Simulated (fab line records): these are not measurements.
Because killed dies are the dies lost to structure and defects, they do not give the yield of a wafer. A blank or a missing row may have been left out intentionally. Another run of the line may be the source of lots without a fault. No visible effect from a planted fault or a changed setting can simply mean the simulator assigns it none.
Chamber matching ; flow sky130 ; 3 sister chambers for SKY_CAPM_CVD_00 on pecvd-01
The step deposits SiO2, target thk 15.5 nm. 16 wafers are shown with their chamber, then 8 later ones without.

WAFERS PAIRED WITH THEIR CHAMBERS
wafer;chamber;heaterPowerW (W)
L074.1;1;690
L074.4;2;664
L074.6;0;568
L077.4;0;598
L077.5;2;619
L077.6;1;639
L080.3;2;609
L080.4;2;595
L080.5;0;531
L084.1;2;661
L084.2;1;609
L084.4;2;679
L087.4;0;504
L087.5;1;563
L087.6;2;607
L091.3;1;669

SIGNATURES, as means of the wafers listed above
reading;chamber 0;chamber 1;chamber 2;scatter within a chamber
heaterPowerW;550.25;634.00;633.43;41.1
Rule: a wafer lies at a distance from a chamber equal to the root of the sum of squares, over the readings, of (its reading less the chamber's mean, divided by the reading's scatter). If the next closest chamber is less than 2 further off than the closest, the wafer can't be placed; otherwise it belongs to the closest. The scatter is the square root of a quotient: the sum, over the shown wafers, of each reading's squared deviation from its chamber's mean, divided by wafers minus chambers.

WAFERS WHOSE CHAMBER IS MISSING
wafer;heaterPowerW (W)
L091.5;665
L091.6;676
L093.1;573
L093.4;588
L093.5;723
L096.1;681
L096.5;591
L096.6;610

WHICH CHAMBER EACH ONE RAN IN
wafer;from the rows above;in truth
L091.5;can't be placed: 1 or 2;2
L091.6;can't be placed: 1 or 2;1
L093.1;can't be placed: 0 or 2 or 1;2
L093.4;can't be placed: 0 or 2 or 1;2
L093.5;can't be placed: 1 or 2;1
L096.1;can't be placed: 1 or 2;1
L096.5;can't be placed: 0 or 2 or 1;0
L096.6;can't be placed: 2 or 1 or 0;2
0 of 8 placed correctly. Unplaceable from these rows: 8, with the true chamber sitting among the candidates in 8. Wrongly placed: 0.
